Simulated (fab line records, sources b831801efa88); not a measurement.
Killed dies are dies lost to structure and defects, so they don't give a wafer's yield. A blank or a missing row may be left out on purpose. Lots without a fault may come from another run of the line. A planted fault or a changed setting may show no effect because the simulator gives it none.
Which tool did it? | flow gf180mcu | 6 lots, 18 wafers sampled, at 3 steps of a route of 602

WHAT THE GAUGES READ, wafer by wafer
GF_HV_LDD_TW_MEAS_38.
lot  | measured     | on            | HV_LDD_3_TW
L128 | day 13 01:15 | film_metro-02 | 1415 1427 1418
L131 | day 14 02:18 | film_metro-03 | 1532 1533 1529
L134 | day 15 03:35 | film_metro-01 | 1437 1437 1441
L141 | day 17 20:08 | film_metro-03 | 1439 1430 1430
L142 | day 18 07:22 | film_metro-02 | 1435 1437 1437
L145 | day 19 08:34 | film_metro-01 | 1430 1437 1434

WHICH TOOL RAN EACH LOT (tool, then ch and the chambers of the sampled wafers, then the start)
lot  | GF_HV_LDD_IMPLANT_34            | GF_HV_LDD_STRIP_37
L128 | implanter-03 ch 0, day 13 00:43 | plasma_asher-04 ch 0,1, day 13 01:08
L131 | implanter-01 ch 0, day 14 01:26 | plasma_asher-03 ch 0,1, day 14 02:12
L134 | implanter-01 ch 0, day 15 03:02 | plasma_asher-02 ch 1, day 15 03:29
L141 | implanter-01 ch 0, day 17 19:35 | plasma_asher-04 ch 0,1, day 17 20:02
L142 | implanter-01 ch 0, day 18 06:50 | plasma_asher-02 ch 0,1, day 18 07:16
L145 | implanter-01 ch 0, day 19 08:02 | plasma_asher-03 ch 0,1, day 19 08:28
- GF_HV_LDD_IMPLANT_34
- GF_HV_LDD_STRIP_37: strips in O2/N2.

THE ANSWER, worked out from the rows above alone
Rule: what is usual is taken from the lots themselves. Put in order of their means at a reading, lots are off if they are a third of the lots or fewer, leave a main group of 4 or more, and stand apart from it by a gap of 3 or more times the standard deviation of the main group's means; of several such gaps the widest counts. A main group whose means are all the same, to the digits that the tables above print for the reading, isn't used. A lot without any number at a reading at which 4 lots or more have one is off too. The other lots that the step has rows for count as sound.
Off: L131, at GF_HV_LDD_TW_MEAS_38 (HV_LDD_3_TW). The main group: mean 1432, standard deviation 6.4.
A tool fits if, at a process step before that reading, it ran every lot that is off, and no sound lot after the first of them. The gauges at GF_HV_LDD_TW_MEAS_38 are tried like those tools. None of those tried fits.

WHAT THE SIMULATOR HAD PUT IN
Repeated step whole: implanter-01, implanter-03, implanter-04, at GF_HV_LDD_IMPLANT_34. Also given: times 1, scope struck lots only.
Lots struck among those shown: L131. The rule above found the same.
